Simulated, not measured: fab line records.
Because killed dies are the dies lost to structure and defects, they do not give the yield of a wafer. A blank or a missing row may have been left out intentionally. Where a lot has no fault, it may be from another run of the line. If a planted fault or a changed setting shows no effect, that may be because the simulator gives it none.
Which of the tools did it? / flow gf180mcu / 21 wafers sampled from 7 lots at 1 step of a route of 602

## WHAT THE GAUGES SHOWED, per wafer
GF_CONTACT_OVL_MEAS_15.
lot=L914; measured=day 16 00:28; on=overlay-01; CONTACT_OVL (nm)=-6 -5 -7
lot=L916; measured=day 16 21:37; on=overlay-01; CONTACT_OVL (nm)=4 -5 2
lot=L919; measured=day 18 04:23; on=overlay-02; CONTACT_OVL (nm)=-4 -8 7
lot=L922; measured=day 20 04:22; on=overlay-02; CONTACT_OVL (nm)=-5 -8 0
lot=L927; measured=day 21 14:34; on=overlay-01; CONTACT_OVL (nm)=-13 -6 -5
lot=L931; measured=day 22 12:02; on=overlay-02; CONTACT_OVL (nm)=-8 2 3
lot=L936; measured=day 24 11:31; on=overlay-02; CONTACT_OVL (nm)=-7 -1 -5

## TOOL THAT RAN EACH LOT (tool first, then ch and the chambers of the sampled wafers, then the start)
No process step before these readings appears in the record.

## THE ANSWER, worked out from the rows above alone
Rule: what is usual is taken from the lots themselves. The widest of any qualifying gaps counts: lots, ordered by their means at a reading, are off when they make up no more than a third of the lots, leave a main group of 4 or more, and stand apart from it by 3 or more times the standard deviation of that group's means. A main group whose means are all the same, to the digits that the tables above print for the reading, isn't used. Also off: a lot with no number at a reading for which 4 or more lots have one. The other lots that the step has rows for count as sound.
Nothing can be told from this: no lot is off at any reading shown.

## WHAT THE SIMULATOR HAD PUT IN
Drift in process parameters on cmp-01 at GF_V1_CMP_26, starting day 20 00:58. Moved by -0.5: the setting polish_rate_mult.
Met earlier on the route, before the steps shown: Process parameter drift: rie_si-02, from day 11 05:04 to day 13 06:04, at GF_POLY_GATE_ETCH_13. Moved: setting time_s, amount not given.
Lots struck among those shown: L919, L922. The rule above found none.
